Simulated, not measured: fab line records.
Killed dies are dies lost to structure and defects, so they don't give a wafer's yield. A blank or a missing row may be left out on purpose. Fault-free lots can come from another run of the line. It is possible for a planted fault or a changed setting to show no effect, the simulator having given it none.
fab line records | flow sky130
record: lots: 7 | wafers: 21 | lastDay: 50
route steps=708 shown METAL2@495 VIA2@507 PAD_OPEN@708
lots that met no fault: from a run of the same line without faults
startH: hours from the record's opening day to when the first of the lot's shown wafers began | waitH: hours from the lot's prior step to this one | " the same as in the row above | L1.1+2: a row that stands for several wafers | - no value, or no start was given | * or withheld: withheld | < > ~ a bound
route shown NAME@n: names a module that has steps shown in the file, with the first one's number in the route | usual: average and standard deviation across the fault-free wafers | same: alike in all rows | chamber/n: place in a boat | sites: the reading at each site | _std_site: standard deviation of those values | _edge_site: outer sites' mean less inner sites' | radiusMm: how far each site lies from the wafer's centre | mask NAME#n: copy n | behind: the last tool/chamber to shape the wafer | hold: reason for holding the lot/hours on hold/outcome of the hold | device: the n, p or np transistor that did not switch | end of line: the same wafers' tests at the end of the route | a step given without rows: its recipe and nothing more | killed: at the first sort, the dies lost to defects and structure; wafer yield is something else | map: dies across one wafer; x = killed, . = not, _ = none there
set.NAME: the run value of the setting; set.NAME@STEP: its run value at that earlier step | model.NAME: the simulator's own value behind a step, which no gauge read
lots at selected steps of the route; one table per step, one row per wafer
services: a tool's chamber out of use, with start hour (startH, from the record's first day; less than 0 if before it), hours out, and reason
== steps ==
step: SKY_METAL2_EXPOSE_12
recipe: maskId: MM2 | na: 0.8 | sourceShape: annular | sigmaInner: 0.55 | sigmaOuter: 0.85 | targetCdNm: 140 | doseMj: 28
step: SKY_METAL2_PEB_13
recipe: pebTempC: withheld | pebTimeS: withheld | resist: KrF-thick
step: SKY_METAL2_DEVELOP_14
recipe: developTimeS: 60 | resist: KrF-thick | devTempC: 21
step: SKY_METAL2_CD_MEAS_15
recipe: targetCdNm: 140
usual: cdNm: 140.4/1.4
lot.wafer | tool     | chamber | startH | waitH | cdNm
L637.1    | cdSem-02 | -       | 849.79 | -     | 139.6
L637.4    | "        | -       | "      | "     | 140.0
L637.6    | "        | -       | "      | "     | 139.0
L639.1    | cdSem-02 | -       | 856.04 | -     | 139.8
L639.3    | "        | -       | "      | "     | 140.2
L639.4    | "        | -       | "      | "     | 140.7
L642.3    | cdSem-02 | -       | 863.23 | -     | 139.3
L642.4    | "        | -       | "      | "     | 139.6
L642.5    | "        | -       | "      | "     | 139.7
L643.1    | cdSem-01 | -       | 879.97 | -     | 142.2
L643.2    | "        | -       | "      | "     | 141.4
L643.4    | "        | -       | "      | "     | 141.5
L645.1    | cdSem-01 | -       | 893.09 | -     | 140.4
L645.3    | "        | -       | "      | "     | 138.7
L645.4    | "        | -       | "      | "     | 139.5
L652.1    | cdSem-02 | -       | 947.49 | -     | 141.7
L652.2    | "        | -       | "      | "     | 141.7
L652.5    | "        | -       | "      | "     | 140.0
L655.1    | cdSem-02 | -       | 969.72 | -     | 141.4
L655.2    | "        | -       | "      | "     | 139.6
L655.4    | "        | -       | "      | "     | 140.8
step: SKY_METAL2_OVL_MEAS_16
usual: METAL2_OVL: 1/5.8
lot.wafer | tool       | chamber | startH | waitH | METAL2_OVL[nm]
L637.1    | overlay-02 | -       | 849.91 | 0.1   | -5
L637.4    | "          | -       | "      | "     | -8
L637.6    | "          | -       | "      | "     | -4
L639.1    | overlay-01 | -       | 856.16 | 0.1   | -3
L639.3    | "          | -       | "      | "     | 1
L639.4    | "          | -       | "      | "     | -2
L642.3    | overlay-02 | -       | 863.32 | 0.1   | 5
L642.4    | "          | -       | "      | "     | 4
L642.5    | "          | -       | "      | "     | 8
L643.1    | overlay-02 | -       | 880.09 | 0.1   | -5
L643.2    | "          | -       | "      | "     | -8
L643.4    | "          | -       | "      | "     | -2
L645.1    | overlay-02 | -       | 893.21 | 0.1   | -1
L645.3    | "          | -       | "      | "     | 2
L645.4    | "          | -       | "      | "     | 8
L652.1    | overlay-01 | -       | 947.61 | 0.1   | 4
L652.2    | "          | -       | "      | "     | -1
L652.5    | "          | -       | "      | "     | -1
L655.1    | overlay-02 | -       | 969.84 | 0.1   | 0
L655.2    | "          | -       | "      | "     | -3
L655.4    | "          | -       | "      | "     | 0
step: SKY_METAL2_DESCUM_17
recipe: chemistry: O2 | sourcePowerW: 150 | biasPowerW: 0 | pressureMtorr: 10 | tempC: 40 | timeS: 8
usual: drypumpMotorCurrentA: 5.8/0.32 | oesProductAu: 1.001/0.0097
lot.wafer | tool        | chamber | startH | waitH | drypumpMotorCurrentA | oesProductAu | rfHoursCounterH
L637.1    | rieMetal-01 | 1       | 849.94 | 0.0   | 5.8                  | 1.003        | 10
L637.4    | "           | 0       | "      | "     | 6.1                  | 1.008        | -
L637.6    | "           | 1       | "      | "     | 5.8                  | 1.002        | -
L639.1    | rieMetal-04 | 1       | 856.19 | 0.0   | 5.3                  | 0.995        | 10
L639.3    | "           | 1       | "      | "     | 5.3                  | 1.001        | -
L639.4    | "           | 0       | "      | "     | 6.1                  | 1.003        | -
L642.3    | rieMetal-04 | 0       | 863.36 | 0.0   | 6.1                  | 1.002        | -
L642.4    | "           | 1       | "      | "     | 5.3                  | 0.991        | -
L642.5    | "           | 1       | "      | "     | 5.3                  | 0.987        | -
L643.1    | rieMetal-01 | 1       | 880.12 | 0.0   | 5.8                  | 1.014        | 12
L643.2    | "           | 0       | "      | "     | 6.0                  | 1.011        | 3
L643.4    | "           | 1       | "      | "     | 5.8                  | 1.004        | -
L645.1    | rieMetal-04 | 1       | 893.24 | 0.0   | 5.3                  | 0.996        | 12
L645.3    | "           | 1       | "      | "     | 5.3                  | 0.984        | -
L645.4    | "           | 0       | "      | "     | 6.1                  | 0.994        | -
L652.1    | rieMetal-04 | 0       | 947.65 | 0.0   | 6.1                  | 1.007        | 7
L652.2    | "           | 1       | "      | "     | 5.3                  | 0.986        | 15
L652.5    | "           | 0       | "      | "     | 6.1                  | 0.996        | -
L655.1    | rieMetal-04 | 0       | 969.87 | 0.0   | 6.1                  | 0.990        | 8
L655.2    | "           | 1       | "      | "     | 5.3                  | 0.975        | 15
L655.4    | "           | 0       | "      | "     | 6.1                  | 1.003        | -
step: SKY_METAL2_ETCH_18
recipe: chemistry: N2/H2 | target: BARC | ionEnergyEv: 200 | biasW: 100 | pressureMtorr: 30 | n2FlowSccm: 100 | h2FlowSccm: 200 | icpW: 500 | stopOn: SiO2 | timeS: 45.9 | targetDepthA: 600
usual: drypumpMotorCurrentA: 5.8/0.32 | oesProductAu: 0.855/0.0051 | throttleValvePct: 13.224/0.0096
lot.wafer | tool        | chamber | startH | waitH | drypumpMotorCurrentA | oesProductAu | rfHoursCounterH | throttleValvePct
L637.1    | rieMetal-01 | 1       | 849.98 | 0.0   | 5.8                  | 0.852        | 10              | 13.204
L637.4    | "           | 0       | "      | "     | 6.1                  | 0.855        | -               | 13.215
L637.6    | "           | 1       | "      | "     | 5.8                  | 0.850        | -               | 13.233
L639.1    | rieMetal-04 | 1       | 856.23 | 0.0   | 5.3                  | 0.855        | 10              | 13.211
L639.3    | "           | 1       | "      | "     | 5.3                  | 0.858        | -               | 13.235
L639.4    | "           | 0       | "      | "     | 6.1                  | 0.852        | -               | 13.226
L642.3    | rieMetal-04 | 0       | 863.40 | 0.0   | 6.1                  | 0.853        | -               | 13.220
L642.4    | "           | 1       | "      | "     | 5.3                  | 0.852        | -               | 13.244
L642.5    | "           | 1       | "      | "     | 5.3                  | 0.852        | -               | 13.233
L643.1    | rieMetal-01 | 1       | 880.15 | 0.0   | 5.8                  | 0.863        | 12              | 13.227
L643.2    | "           | 0       | "      | "     | 6.1                  | 0.852        | 3               | 13.205
L643.4    | "           | 1       | "      | "     | 5.8                  | 0.856        | -               | 13.222
L645.1    | rieMetal-04 | 1       | 893.28 | 0.0   | 5.3                  | 0.853        | 12              | 13.219
L645.3    | "           | 1       | "      | "     | 5.3                  | 0.851        | -               | 13.219
L645.4    | "           | 0       | "      | "     | 6.1                  | 0.857        | -               | 13.218
L652.1    | rieMetal-04 | 0       | 947.68 | 0.0   | 6.1                  | 0.870        | 7               | 13.198
L652.2    | "           | 1       | "      | "     | 5.3                  | 0.862        | 15              | 13.211
L652.5    | "           | 0       | "      | "     | 6.1                  | 0.860        | -               | 13.237
L655.1    | rieMetal-04 | 0       | 969.90 | 0.0   | 6.1                  | 0.843        | 8               | 13.228
L655.2    | "           | 1       | "      | "     | 5.3                  | 0.856        | 15              | 13.213
L655.4    | "           | 0       | "      | "     | 6.1                  | 0.854        | -               | 13.212
step: SKY_METAL2_METAL_ETCH_19
recipe: targetDepthA: 3600 | stopOn: SiO2 | overEtchFrac: 0.3 | timeS: 78 | chemistry: Cl2/BCl3 | resistSidewallDeg: 88 | pressureMtorr: 10 | icpW: 900 | biasW: 48.5 | Cl2_flow_sccm: 60 | bcl3FlowSccm: 30
usual: drypumpMotorCurrentA: 5.7/0.32 | oesProductAu: 0.854/0.0059 | throttleValvePct: 22.263/0.0098
lot.wafer | tool        | chamber | startH | waitH | drypumpMotorCurrentA | oesProductAu | rfHoursCounterH | throttleValvePct
L637.1    | rieMetal-01 | 1       | 850.04 | 0.0   | 5.8                  | 0.856        | 11              | 22.256
L637.4    | "           | 0       | "      | "     | 6.1                  | 0.854        | -               | 22.257
L637.6    | "           | 1       | "      | "     | 5.8                  | 0.853        | -               | 22.276
L639.1    | rieMetal-04 | 1       | 856.29 | 0.0   | 5.3                  | 0.856        | 10              | 22.259
L639.3    | "           | 1       | "      | "     | 5.3                  | 0.850        | -               | 22.285
L639.4    | "           | 0       | "      | "     | 6.1                  | 0.863        | -               | 22.251
L642.3    | rieMetal-04 | 0       | 863.47 | 0.1   | 6.1                  | 0.855        | -               | 22.278
L642.4    | "           | 1       | "      | "     | 5.3                  | 0.860        | -               | 22.258
L642.5    | "           | 1       | "      | "     | 5.3                  | 0.861        | -               | 22.268
L643.1    | rieMetal-01 | 1       | 880.22 | 0.0   | 5.8                  | 0.852        | 12              | 22.263
L643.2    | "           | 0       | "      | "     | 6.1                  | 0.861        | 3               | 22.245
L643.4    | "           | 1       | "      | "     | 5.8                  | 0.859        | -               | 22.266
L645.1    | rieMetal-04 | 1       | 893.34 | 0.0   | 5.3                  | 0.851        | 12              | 22.256
L645.3    | "           | 1       | "      | "     | 5.3                  | 0.851        | -               | 22.257
L645.4    | "           | 0       | "      | "     | 6.1                  | 0.858        | -               | 22.273
L652.1    | rieMetal-04 | 0       | 947.74 | 0.0   | 6.1                  | 0.859        | 7               | 22.266
L652.2    | "           | 1       | "      | "     | 5.3                  | 0.846        | 15              | 22.283
L652.5    | "           | 0       | "      | "     | 6.1                  | 0.851        | -               | 22.268
L655.1    | rieMetal-04 | 0       | 969.97 | 0.0   | 6.1                  | 0.865        | 8               | 22.255
L655.2    | "           | 1       | "      | "     | 5.3                  | 0.861        | 15              | 22.268
L655.4    | "           | 0       | "      | "     | 6.1                  | 0.849        | -               | 22.269
step: SKY_METAL2_STRIP_20
recipe: chemistry: O2/N2 | powerW: 1400 | pressureMtorr: 1500 | platenTempC: withheld | o2FlowSccm: 3000 | n2FlowSccm: 300 | overashFraction: 0.5
usual: drypumpMotorCurrentA: 6.0/0.39 | oesProductAu: 0.342/0.0049 | stripTimeToEndpointS: 2.68/0.041
lot.wafer | tool           | chamber | startH | waitH | drypumpMotorCurrentA | oesProductAu | rfHoursCounterH | stripTimeToEndpointS
L637.1    | plasmaAsher-03 | 0       | 850.13 | 0.1   | 6.6                  | 0.346        | 10              | 2.67
L637.4    | "              | 1       | "      | "     | 5.4                  | 0.343        | -               | 2.64
L637.6    | "              | 1       | "      | "     | 5.4                  | 0.343        | -               | 2.69
L639.1    | plasmaAsher-02 | 1       | 856.38 | 0.1   | 5.8                  | 0.338        | 75              | 2.77
L639.3    | "              | 1       | "      | "     | 5.8                  | 0.348        | -               | 2.75
L639.4    | "              | 0       | "      | "     | 6.3                  | 0.357        | -               | 2.67
L642.3    | plasmaAsher-02 | 0       | 863.56 | 0.1   | 6.3                  | 0.344        | -               | 2.66
L642.4    | "              | 1       | "      | "     | 5.8                  | 0.338        | -               | 2.68
L642.5    | "              | 1       | "      | "     | 5.8                  | 0.340        | -               | 2.71
L643.1    | plasmaAsher-03 | 0       | 880.31 | 0.1   | 6.6                  | 0.334        | 13              | 2.66
L643.2    | "              | 1       | "      | "     | 5.5                  | 0.345        | 13              | 2.66
L643.4    | "              | 0       | "      | "     | 6.6                  | 0.339        | -               | 2.69
L645.1    | plasmaAsher-02 | 1       | 893.43 | 0.1   | 5.8                  | 0.339        | 79              | 2.70
L645.3    | "              | 0       | "      | "     | 6.3                  | 0.343        | -               | 2.71
L645.4    | "              | 1       | "      | "     | 5.8                  | 0.335        | -               | 2.62
L652.1    | plasmaAsher-03 | 1       | 947.83 | 0.1   | 5.4                  | 0.335        | 20              | 2.66
L652.2    | "              | 0       | "      | "     | 6.6                  | 0.335        | 20              | 2.73
L652.5    | "              | 1       | "      | "     | 5.4                  | 0.343        | -               | 2.69
L655.1    | plasmaAsher-02 | 1       | 970.06 | 0.1   | 5.8                  | 0.344        | 86              | 2.67
L655.2    | "              | 0       | "      | "     | 6.3                  | 0.339        | 86              | 2.72
L655.4    | "              | 1       | "      | "     | 5.8                  | 0.334        | -               | 2.64
step: SKY_METAL2_STRIP_21
recipe: chemistry: postEtchResidueRemover | timeS: 1200 | tempC: 72.5
step: SKY_METAL2_CLEAN_22
recipe: chemistry: IPA | timeS: 180 | tempC: 25
step: SKY_METAL2_CLEAN_23
recipe: chemistry: O3/DIW | dry: n2Spin
step: SKY_VIA2_HDPCVD_00
recipe: material: SiO2 | targetThkNm: 1180 | sigmaOpenFrac: 0.3 | timeS: 196.7 | tempC: 400 | sih4FlowSccm: 60 | pressureMtorr: 6
lot.wafer  | tool      | chamber | startH | waitH
L637.1+4+6 | hdpcvd-01 | 2       | 850.73 | 0.0
L639.1+3+4 | hdpcvd-02 | 2,0,1   | 857.00 | 0.0
L642.3+4+5 | hdpcvd-01 | 1,2,0   | 864.15 | 0.0
L643.1+2+4 | hdpcvd-02 | 2,1,0   | 880.90 | 0.0
L643.1+2+4 | hdpcvd-02 | 2,1,0   | 881.19 | 0.2
L645.1+3+4 | hdpcvd-01 | 2,1,2   | 894.03 | 0.0
L645.1+3+4 | hdpcvd-01 | 2,1,2   | 894.32 | 0.2
L652.1+2+5 | hdpcvd-02 | 1,0,0   | 948.46 | 0.0
L652.1+2+5 | hdpcvd-02 | 1,0,0   | 948.75 | 0.2
L655.1+2+4 | hdpcvd-02 | 0,2,0   | 970.65 | 0.0
step: SKY_VIA2_THK_MEAS_01
recipe: reads: SiO2_of_VIA2_HDPCVD_00
usual: VIA2_HDPCVD_THK: 1179/13
lot.wafer | tool         | chamber | startH | waitH | VIA2_HDPCVD_THK[nm]
L637.1    | filmMetro-04 | -       | 850.92 | 0.1   | 1193
L637.4    | "            | -       | "      | "     | 1183
L637.6    | "            | -       | "      | "     | 1179
L639.1    | filmMetro-01 | -       | 857.13 | 0.1   | 1184
L639.3    | "            | -       | "      | "     | 1215
L639.4    | "            | -       | "      | "     | 1189
L642.3    | filmMetro-04 | -       | 864.30 | 0.1   | 1174
L642.4    | "            | -       | "      | "     | 1176
L642.5    | "            | -       | "      | "     | 1175
L643.1    | filmMetro-04 | -       | 881.32 | 0.1   | 2375
L643.2    | "            | -       | "      | "     | 2384
L643.4    | "            | -       | "      | "     | 2408
L645.1    | filmMetro-03 | -       | 894.45 | 0.1   | 2351
L645.3    | "            | -       | "      | "     | 2350
L645.4    | "            | -       | "      | "     | 2341
L652.1    | filmMetro-01 | -       | 948.88 | 0.1   | 2341
L652.2    | "            | -       | "      | "     | 2378
L652.5    | "            | -       | "      | "     | 2373
L655.1    | filmMetro-03 | -       | 970.78 | 0.1   | 1183
L655.2    | "            | -       | "      | "     | 1176
L655.4    | "            | -       | "      | "     | 1176
step: SKY_VIA2_CMP_02
recipe: material: SiO2 | downForcePsi: 4 | platenRpm: 60 | padVelocityMS: 0.94248
usual: motorCurrentA: 12.5/1.3 | slurryFilterDpKPa: 13.50/0.13
lot.wafer | tool   | chamber | startH | waitH | motorCurrentA | slurryFilterDpKPa
L637.1    | cmp-02 | 3       | 851.08 | 0.1   | 11.6          | 13.73
L637.4    | "      | 0       | "      | "     | 13.2          | 13.60
L637.6    | "      | 2       | "      | "     | 10.1          | 13.65
L639.1    | cmp-02 | 0       | 857.24 | 0.1   | 12.8          | 13.49
L639.4    | "      | 1       | "      | "     | 13.1          | 13.46
L639.3    | "      | 2       | "      | "     | 10.5          | 13.81
L642.4    | cmp-01 | 2       | 864.39 | 0.1   | 13.4          | 13.53
L642.3    | "      | 0       | "      | "     | 13.1          | 13.46
L642.5    | "      | 2       | "      | "     | 12.6          | 13.71
L643.1    | cmp-01 | 2       | 881.38 | 0.1   | 12.5          | 13.53
L643.2    | "      | 3       | "      | "     | 11.5          | 13.54
L643.4    | "      | 0       | "      | "     | 13.9          | 13.48
L645.4    | cmp-02 | 3       | 894.51 | 0.0   | 12.2          | 13.38
L645.3    | "      | 0       | "      | "     | 12.8          | 13.62
L645.1    | "      | 1       | "      | "     | 13.2          | 13.42
L652.2    | cmp-01 | 1       | 948.94 | 0.0   | 14.4          | 13.67
L652.1    | "      | 0       | "      | "     | 13.7          | 13.37
L652.5    | "      | 2       | "      | "     | 12.8          | 13.31
L655.4    | cmp-01 | 2       | 970.84 | 0.0   | 12.0          | 13.39
L655.1    | "      | 0       | "      | "     | 12.9          | 13.58
L655.2    | "      | 1       | "      | "     | 14.6          | 13.52
step: SKY_PAD_OPEN_PROBE_99
usual: defectLimitedYield: 82.4/2 | killed_at_M0_to_M3: 43/6.8 | killed_at_M4_up: 3.1/1.8 | killedAtContacts: 25/5.8 | killedAtFrontEnd: 15/4.2 | killedAtOther: 0.3/0.5 | killedDies: 87/9.7 | killedOpen: 47/7.3 | killedShort: 39/6.6 | sort_bin_3_pad_short: 0.9/0.37 | sort_bin_5_function: 10.4/1.4 | sort_bin_6_memory: 6.3/1.1 | sortNPass: 405/9.7 | sortYieldPct: 82.4/2
same: grossDies: 492 | killedAtBackSide: 0 | sort_bin_4_leakage[%]: 0 | sort_bin_8_speed[%]: 0
lot.wafer | tool      | chamber | startH  | waitH | defectLimitedYield[%] | killed_at_M0_to_M3 | killed_at_M4_up | killedAtContacts | killedAtFrontEnd | killedAtOther | killedDies | killedOpen | killedShort | sort_bin_3_pad_short[%] | sort_bin_5_function[%] | sort_bin_6_memory[%] | sortNPass | sortYieldPct[%]
L637.1    | prober-02 | -       | 1101.05 | 0.1   | 78.7                  | 37                 | 1               | 39               | 28               | 0             | 105        | 52         | 53          | 1.2                     | 12.6                   | 7.5                  | 387       | 78.7
L637.4    | prober-02 | -       | 1101.20 | 0.2   | 84.6                  | 40                 | 5               | 18               | 12               | 1             | 76         | 37         | 39          | 1.4                     | 9.8                    | 4.3                  | 416       | 84.6
L637.6    | prober-02 | -       | 1101.30 | 0.2   | 81.5                  | 44                 | 1               | 25               | 21               | 0             | 91         | 51         | 40          | 0.8                     | 9.6                    | 8.1                  | 401       | 81.5
L643.1    | prober-01 | -       | 1120.05 | 0.1   | 80.5                  | 42                 | 3               | 33               | 18               | 0             | 96         | 50         | 46          | 0.4                     | 12.4                   | 6.7                  | 396       | 80.5
L643.2    | prober-01 | -       | 1120.10 | 0.1   | 79.9                  | 55                 | 4               | 24               | 15               | 1             | 99         | 52         | 47          | 1.4                     | 10.8                   | 7.9                  | 393       | 79.9
L643.4    | prober-01 | -       | 1120.20 | 0.2   | 83.5                  | 41                 | 2               | 22               | 16               | 0             | 81         | 43         | 38          | 0.8                     | 10.6                   | 5.1                  | 411       | 83.5
L645.1    | prober-02 | -       | 1132.49 | 0.1   | 82.7                  | 44                 | 1               | 29               | 11               | 0             | 85         | 47         | 38          | 1.2                     | 9.6                    | 6.5                  | 407       | 82.7
L645.3    | prober-02 | -       | 1132.59 | 0.2   | 83.7                  | 45                 | 1               | 22               | 12               | 0             | 80         | 45         | 35          | 0.8                     | 7.9                    | 7.5                  | 412       | 83.7
L645.4    | prober-02 | -       | 1132.64 | 0.2   | 82.9                  | 42                 | 2               | 28               | 12               | 0             | 84         | 48         | 36          | 1.0                     | 10.6                   | 5.5                  | 408       | 82.9
L652.1    | prober-02 | -       | 1175.49 | 0.1   | 83.3                  | 41                 | 5               | 23               | 13               | 0             | 82         | 53         | 29          | 0.6                     | 11.6                   | 4.5                  | 410       | 83.3
L652.2    | prober-02 | -       | 1175.54 | 0.1   | 83.7                  | 33                 | 4               | 27               | 16               | 0             | 80         | 50         | 30          | 1.0                     | 10.4                   | 4.9                  | 412       | 83.7
killed by level:class
L637.1 CONTACT:geometricParticle:open=13 LOCAL_INTERCONNECT:geometricParticle:short=8 CONTACT:geometricParticle:short=8 LI_CONTACT:geometricParticle:open=7 FIELD_ISO:geometricParticle:short=6 POLY_GATE:geometricParticle:open=6 METAL1:geometricParticle:short=6 METAL2:geometricParticle:short=5
L637.4 VIA3:geometricParticle:open=12 LI_CONTACT:geometricParticle:open=5 LOCAL_INTERCONNECT:geometricParticle:short=5 VIA3:geometricParticle:short=5 VIA2:geometricParticle:open=5 METAL4:geometricParticle:short=5 POLY_GATE:geometricParticle:open=4 METAL3:geometricParticle:short=4
L637.6 CONTACT:geometricParticle:open=14 VIA1:geometricParticle:open=8 VIA3:geometricParticle:open=8 FIELD_ISO:geometricParticle:open=7 METAL2:geometricParticle:short=6 POLY_GATE:geometricParticle:short=4 METAL1:geometricParticle:short=4 CONTACT:geometricParticle:short=4
L643.1 VIA2:geometricParticle:open=11 CONTACT:geometricParticle:short=8 CONTACT:geometricParticle:open=8 VIA1:geometricParticle:open=7 LI_CONTACT:geometricParticle:open=7 POLY_GATE:geometricParticle:open=5 LI_CONTACT:geometricParticle:short=5 METAL2:geometricParticle:short=5
L643.2 VIA1:geometricParticle:open=12 LI_CONTACT:geometricParticle:open=9 VIA1:geometricParticle:short=8 METAL2:geometricParticle:short=8 METAL1:geometricParticle:open=6 VIA3:geometricParticle:open=6 CONTACT:geometricParticle:open=5 POLY_GATE:geometricParticle:short=4
L643.4 VIA1:geometricParticle:open=9 CONTACT:geometricParticle:open=8 VIA2:geometricParticle:short=6 POLY_GATE:geometricParticle:open=5 VIA2:geometricParticle:open=5 VIA3:geometricParticle:open=5 POLY_GATE:geometricParticle:short=4 LI_CONTACT:geometricParticle:open=4
L645.1 CONTACT:geometricParticle:open=15 VIA1:geometricParticle:open=11 METAL2:geometricParticle:short=6 VIA2:geometricParticle:open=6 LI_CONTACT:geometricParticle:open=5 METAL1:geometricParticle:short=5 FIELD_ISO:geometricParticle:short=4 LI_CONTACT:geometricParticle:short=4
L645.3 CONTACT:geometricParticle:open=9 VIA1:geometricParticle:open=9 VIA3:geometricParticle:open=9 VIA2:geometricParticle:open=7 METAL2:geometricParticle:short=6 FIELD_ISO:geometricParticle:open=5 CONTACT:geometricParticle:short=5 LI_CONTACT:geometricParticle:short=4
L645.4 VIA1:geometricParticle:open=12 LI_CONTACT:geometricParticle:open=8 VIA2:geometricParticle:open=8 LI_CONTACT:geometricParticle:short=7 CONTACT:geometricParticle:open=6 VIA1:geometricParticle:short=6 METAL2:geometricParticle:short=5 VIA3:geometricParticle:open=4
L652.1 VIA1:geometricParticle:open=11 VIA3:geometricParticle:open=8 CONTACT:geometricParticle:open=8 LI_CONTACT:geometricParticle:open=5 CONTACT:geometricParticle:short=5 VIA2:geometricParticle:open=5 FIELD_ISO:geometricParticle:open=4 METAL1:geometricParticle:short=4
L652.2 LI_CONTACT:geometricParticle:open=13 CONTACT:geometricParticle:short=8 VIA1:geometricParticle:open=8 CONTACT:geometricParticle:open=6 VIA1:geometricParticle:short=6 FIELD_ISO:geometricParticle:open=5 VIA3:geometricParticle:open=5 POLY_GATE:geometricParticle:short=4
== services ==
tool           | chamber | startH | hours | kind
cmp-01         | -       | 843.77 | 1.6   | repair
hdpcvd-01      | 1       | 846.22 | 5.1   | repair
cmp-01         | -       | 848.98 | 0.4   | repair
cmp-01         | -       | 850.55 | 4.6   | pm
cmp-02         | -       | 861.64 | 0.3   | repair
plasmaAsher-03 | -       | 888.86 | 2.8   | repair
cmp-01         | -       | 912.00 | 4.0   | pm
hdpcvd-02      | 2       | 915.90 | 3.3   | repair
cmp-01         | -       | 916.00 | -     | consumableReplace:conditioner
cmp-01         | -       | 916.00 | -     | consumableReplace:pad
cmp-01         | -       | 932.08 | 5.5   | pm
cmp-02         | -       | 943.59 | 2.7   | repair
hdpcvd-01      | -       | 950.30 | 15.0  | pm
hdpcvd-01      | 0       | 950.30 | 15.0  | ventCycle
hdpcvd-01      | 1       | 950.30 | 15.0  | ventCycle
hdpcvd-01      | 2       | 950.30 | 15.0  | ventCycle
hdpcvd-02      | 2       | 953.90 | 5.2   | repair
plasmaAsher-02 | -       | 963.80 | 3.3   | repair
hdpcvd-01      | 0       | 965.30 | -     | clean
hdpcvd-01      | 1       | 965.30 | -     | clean
hdpcvd-01      | 2       | 965.30 | -     | clean
hdpcvd-02      | -       | 965.30 | 2.8   | pm
== key ==
firstSign: step: SKY_VIA2_HDPCVD_00 | reading: visit | direction: added
effect: step: SKY_VIA2_THK_MEAS_01 | reading: VIA2_HDPCVD_THK | direction: up | sigmas: 90 | usual: 1179 | struck: 2367
metAt SKY_VIA2_HDPCVD_00
struckWafers L643.1,L643.2,L643.4,L645.1,L645.3,L645.4,L652.1,L652.2,L652.5
fault: kind: repeatedStepWhole | tool: hdpcvd-01,hdpcvd-02 | chamber: - | onsetH: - | steps: SKY_VIA2_HDPCVD_00 | times: 1 | scope: struckLotsOnly
